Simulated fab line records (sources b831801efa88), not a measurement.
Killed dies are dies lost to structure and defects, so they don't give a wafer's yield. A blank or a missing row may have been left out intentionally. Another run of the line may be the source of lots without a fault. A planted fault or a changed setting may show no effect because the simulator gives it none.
Which of the tools did it?	flow gf180mcu	Sampling: 15 lots, 45 wafers, 5 of 602 route steps

WHAT THE GAUGES READ, wafer by wafer
GF_HV_LDD_OVL_MEAS_32. Usual: for HV_LDD_02_OVL the level is -0.5 nm and the standard deviation is 1.3.
lot	measured	on	HV_LDD_02_OVL (nm)	flag
L560	day 11 16:57	overlay-01	-0.5 -1.8 -0.6	
L564	day 13 05:05	overlay-02	-0.7 -0.4 1.2	
L565	day 13 13:11	overlay-02	0.4 1.4 0.9	
L566	day 13 20:41	overlay-01	-1.2 -3.5 -0.4	
L568	day 14 11:26	overlay-02	1.0 1.0 1.4	
L569	day 14 21:50	overlay-01	-0.6 -1.1 0.1	
L570	day 15 02:14	overlay-01	-2.5 -2.9 -0.6	
L571	day 15 08:14	overlay-01	-1.4 -1.3 0.2	
L572	day 15 18:44	overlay-01	204.3 203.6 201.6 205.2 203.3 202.2	OFF
L573	day 16 01:08	overlay-02	-0.8 -0.5 1.5	
L574	day 16 06:17	overlay-01	201.9 202.3 201.0 202.2 202.6 200.7	OFF
L577	day 17 19:47	overlay-01	-0.4 -0.7 -1.8	
L579	day 18 03:29	overlay-02	204.0 202.7 203.7 203.9 202.7 203.9	OFF
L580	day 18 13:17	overlay-02	0.9 1.1 1.0	
L581	day 19 02:50	overlay-02	-0.9 1.7 0.3	

GF_V1_THK_MEAS_01. Usual: for V1_CVD_00_THK the level is 601 nm and the standard deviation is 8.1.
lot	measured	on	V1_CVD_00_THK (nm)	flag
L560	day 17 06:10	filmMetro-01	591 604 596	
L564	day 19 01:49	filmMetro-02	596 594 597	
L565	day 19 13:00	filmMetro-01	607 605 609	
L566	day 19 18:40	filmMetro-04	593 601 604	
L568	day 20 13:35	filmMetro-02	598 598 601	
L569	day 21 03:35	filmMetro-01	609 611 603	
L570	day 21 08:16	filmMetro-02	611 617 610	
L571	day 21 16:15	filmMetro-02	601 601 602	
L573	day 22 07:41	filmMetro-01	615 609 606	
L577	day 24 04:48	filmMetro-01	608 600 613	
L580	day 24 18:34	filmMetro-02	604 595 599	
L581	day 25 07:34	filmMetro-01	598 593 596	

GF_V1_BOW_MEAS_05. Usual: for V1_BOW the level is 82 um and the standard deviation is 8.
lot	measured	on	V1_BOW (um)	flag
L560	day 17 06:41	filmMetro-02	72 67 81	
L564	day 19 02:19	filmMetro-04	86 86 76	
L565	day 19 13:29	filmMetro-02	85 80 80	
L566	day 19 19:10	filmMetro-04	80 77 82	
L568	day 20 14:05	filmMetro-02	99 84 66	
L569	day 21 04:04	filmMetro-04	82 82 91	
L570	day 21 08:46	filmMetro-04	75 87 73	
L571	day 21 16:44	filmMetro-02	82 87 95	
L573	day 22 08:10	filmMetro-04	82 75 74	
L577	day 24 05:19	filmMetro-01	85 91 89	
L580	day 24 19:04	filmMetro-02	77 85 86	
L581	day 25 08:04	filmMetro-04	83 86 83	

GF_V1_CD_MEAS_14 targets a cd of 260 nm. Usual: cdNm at 260.3 nm, with a standard deviation of 1.1.
lot	measured	on	cdNm (nm)	flag
L560	day 18 05:52	cdSem-02	258.9 259.8 257.9	
L564	day 20 02:50	cdSem-02	261.7 260.3 260.2	
L565	day 20 14:04	cdSem-02	259.5 259.0 259.3	
L566	day 20 19:29	cdSem-01	260.8 261.8 261.6	
L568	day 21 14:22	cdSem-01	259.7 259.9 261.3	
L569	day 22 03:43	cdSem-01	259.8 259.6 261.2	
L570	day 22 08:38	cdSem-02	259.5 259.0 259.0	
L571	day 22 16:10	cdSem-02	261.4 260.5 260.9	
L573	day 23 07:43	cdSem-02	260.6 260.3 259.3	
L577	day 25 03:06	cdSem-01	261.9 263.0 262.0	
L580	day 25 16:58	cdSem-02	260.4 259.7 259.4	
L581	day 26 05:05	cdSem-01	258.8 259.2 259.2	

WHICH TOOL RAN EACH LOT (tool, then ch and the chambers of the sampled wafers, then the start)
lot	GF_HV_LDD_EXPOSE_28
L560	ilineStepper-02 ch 0, day 11 07:38
L564	ilineStepper-02 ch 0, day 12 19:06
L565	ilineStepper-01 ch 0, day 13 03:53
L566	ilineStepper-01 ch 0, day 13 10:26
L568	ilineStepper-02 ch 0, day 14 01:37
L569	ilineStepper-02 ch 0, day 14 11:25
L570	ilineStepper-02 ch 0, day 14 16:08
L571	ilineStepper-01 ch 0, day 14 22:47
L572	ilineStepper-02 ch 0, day 15 07:56
L573	ilineStepper-01 ch 0, day 15 14:47
L574	ilineStepper-02 ch 0, day 15 19:58
L577	ilineStepper-01 ch 0, day 17 08:03
L579	ilineStepper-02 ch 0, day 17 16:20
L580	ilineStepper-01 ch 0, day 18 01:32
L581	ilineStepper-01 ch 0, day 18 14:14
- GF_HV_LDD_EXPOSE_28: exposes mask Nplus HV AREA, target cd 400 nm.

WHAT THE TOOLS THEMSELVES READ (means of the sampled wafers that have a number; where no wafer has one, the mark that the record gives instead)
GF_HV_LDD_EXPOSE_28. Usual: reticleTempC at 23.01 C, with a standard deviation of 0.1.
lot	tool	reticleTempC (C)	flag
L560	ilineStepper-02	23.09	
L564	ilineStepper-02	23.09	
L565	ilineStepper-01	23.07	
L566	ilineStepper-01	22.90	
L568	ilineStepper-02	23.02	
L569	ilineStepper-02	23.03	
L570	ilineStepper-02	23.09	
L571	ilineStepper-01	23.06	
L572	ilineStepper-02	23.04	
L573	ilineStepper-01	22.88	
L574	ilineStepper-02	23.10	
L577	ilineStepper-01	22.83	
L579	ilineStepper-02	23.00	
L580	ilineStepper-01	23.07	
L581	ilineStepper-01	23.06	

THE ANSWER, worked out from the rows above alone
Rule: a lot is off if the mean of its wafers that have a number lies more than 3 standard deviations from the usual mean. A lot without any number at a reading at which 4 lots or more have one is off too. All remaining lots with rows at the step are treated as sound. Order of review: gauges by route order, followed by the tools' own readings, for which a lot's mean as printed above is used. At the first step where some lot is off, the reading lying furthest off is the one used; lots without a number count as furthest.
Off: at GF_HV_LDD_OVL_MEAS_32 (HV_LDD_02_OVL), L572, L574, L579.
If a tool, at a process step before that reading, ran all the lots that are off and no sound lot after the first of them, it fits. Those tools and the gauges at GF_HV_LDD_OVL_MEAS_32 are tried in the same way. One fits: ilineStepper-02 at GF_HV_LDD_EXPOSE_28. Its last sound lot is L570 (day 14 16:08), its first lot that is off L572 (day 15 07:56): a fault that began between those two fits.

WHAT THE SIMULATOR PUT IN
Scanner matching overlay: ilineStepper-02, from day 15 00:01 on, at GF_HV_LDD_EXPOSE_28. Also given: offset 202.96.
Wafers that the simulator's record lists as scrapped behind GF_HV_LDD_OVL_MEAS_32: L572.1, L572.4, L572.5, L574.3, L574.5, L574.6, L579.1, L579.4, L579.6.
Struck lots among those shown: L572, L574, L579. The rule above found the same.
